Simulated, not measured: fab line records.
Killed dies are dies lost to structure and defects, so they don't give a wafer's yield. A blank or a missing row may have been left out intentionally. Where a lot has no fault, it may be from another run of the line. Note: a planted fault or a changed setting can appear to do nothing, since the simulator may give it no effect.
Tool commonality check -- flow gf180mcu -- Sample size 14 lots and 39 wafers

WHY IT WAS OPENED
3 of 14 lots carry a flag on the reading NWELL_RS at GF_VT_IMPLANT_RS_MEAS_47. Wafers without a fault read 487.5 ohm/sq, standard deviation 1.3.
Rule: a lot is flagged when every wafer of it that has a number lies more than 4 standard deviations from that mean, or none has a number. The rest of the lots are taken to be sound.

lot,measured,on,"NWELL_RS (ohm/sq), wafer by wafer",flag
L104,day 7 15:20,film-metro-02,488.5 489.2 489.1,
L106,day 7 21:18,film-metro-04,486.8 486.4 486.3,
L107,day 8 10:16,film-metro-01,486.0 486.6 487.7,
L113,day 10 00:47,film-metro-01,475.5 475.7,FLAGGED
L114,day 10 08:05,film-metro-01,477.7 477.0,FLAGGED
L117,day 11 03:10,film-metro-02,488.0 487.9 488.5,
L118,day 11 10:01,film-metro-04,477.7 478.4,FLAGGED
L120,day 11 22:31,film-metro-02,486.2 485.7 487.5,
L121,day 12 08:07,film-metro-04,487.2 488.5 487.1,
L123,day 13 09:16,film-metro-01,486.6 485.9 487.0,
L124,day 13 11:45,film-metro-02,488.4 488.1 487.8,
L125,day 13 14:50,film-metro-01,488.2 487.7 487.0,
L126,day 13 23:23,film-metro-01,487.8 489.1 486.9,
L127,day 14 06:15,film-metro-02,488.4 487.8 489.0,
The mean of the flagged lots' numbers is 477.0 ohm/sq, -10.5 ohm/sq from the usual (-8 standard deviations).

EACH LOT AND THE TOOL IT RAN ON
The record holds 2 process steps before the reading, out of a route of 602 steps. Each cell gives the tool, then ch followed by the chambers the sampled wafers passed through, then the start.
lot,flag,GF_NWELL_IMPLANT_09,GF_NWELL_STRIP_10
L104,,"implanter-02 ch 0, day 3 10:49","plasma-asher-04 ch 0,1, day 3 10:58"
L106,,"implanter-02 ch 0, day 3 16:46","plasma-asher-01 ch 0,1, day 3 16:54"
L107,,"implanter-02 ch 0, day 4 01:37","plasma-asher-03 ch 0,1, day 4 01:45"
L113,FLAGGED,"implanter-02 ch 0, day 5 09:29","plasma-asher-03 ch 0, day 5 09:35"
L114,FLAGGED,"implanter-02 ch 0, day 5 14:09","plasma-asher-04 ch 1, day 5 14:15"
L117,,"implanter-04 ch 0, day 6 05:26","plasma-asher-03 ch 0,1, day 6 05:34"
L118,FLAGGED,"implanter-02 ch 0, day 6 11:41","plasma-asher-01 ch 1, day 6 11:47"
L120,,"implanter-04 ch 0, day 6 22:15","plasma-asher-03 ch 0,1, day 6 22:24"
L121,,"implanter-01 ch 0, day 7 05:34","plasma-asher-01 ch 0,1, day 7 05:42"
L123,,"implanter-04 ch 0, day 8 01:26","plasma-asher-01 ch 0,1, day 8 01:35"
L124,,"implanter-01 ch 0, day 8 02:34","plasma-asher-04 ch 0,1, day 8 02:43"
L125,,"implanter-01 ch 0, day 8 06:42","plasma-asher-03 ch 0,1, day 8 06:49"
L126,,"implanter-01 ch 0, day 8 11:48","plasma-asher-04 ch 0,1, day 8 11:57"
L127,,"implanter-01 ch 0, day 8 18:33","plasma-asher-03 ch 0,1, day 8 18:42"
What is done by these steps:
- GF_NWELL_IMPLANT_09
- GF_NWELL_STRIP_10: strips in O2/N2.
- GF_VT_IMPLANT_RS_MEAS_47: measures by four-point-probe.

FLAGGED AGAINST TOTAL, ONE TOOL AT A TIME (gauges that did the reading follow at the end)
step,tool,lots run,flagged,share of the flagged lots,sound lots run after its first flagged lot
GF_NWELL_IMPLANT_09,implanter-01,5,0,none,-
GF_NWELL_IMPLANT_09,implanter-02,6,3,all,0
GF_NWELL_IMPLANT_09,implanter-04,3,0,none,-
GF_NWELL_STRIP_10,plasma-asher-01,4,1,some,"2 (L121,L123)"
GF_NWELL_STRIP_10,plasma-asher-03,6,1,some,"4 (L117,L120,L125,L127)"
GF_NWELL_STRIP_10,plasma-asher-04,4,1,some,"2 (L124,L126)"
GF_VT_IMPLANT_RS_MEAS_47,film-metro-01,6,2,some,"3 (L123,L125,L126)"
GF_VT_IMPLANT_RS_MEAS_47,film-metro-02,5,0,none,-
GF_VT_IMPLANT_RS_MEAS_47,film-metro-04,3,1,some,1 (L121)

WHAT THE TABLE ALLOWS
All flagged lots share 1 row of the table, namely implanter-02 at GF_NWELL_IMPLANT_09.
- implanter-02 at GF_NWELL_IMPLANT_09 ran 6 lots, 3 of them flagged. It ran its last sound lot, L107, at day 4 01:37 and its first flagged lot, L113, at day 5 09:29: a fault with its onset between the two fits. Its own readings lie more than 4 standard deviations out on every wafer of the flagged lots: beam-on-s.
What remains is a single tool, implanter-02 at GF_NWELL_IMPLANT_09.

WHAT WAS PUT IN BY THE SIMULATOR
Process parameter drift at GF_NWELL_IMPLANT_09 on implanter-02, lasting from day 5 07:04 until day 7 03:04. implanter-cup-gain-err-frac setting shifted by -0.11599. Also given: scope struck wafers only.
Shown lots that were struck: L113, L114, L118. The rule above found the same.
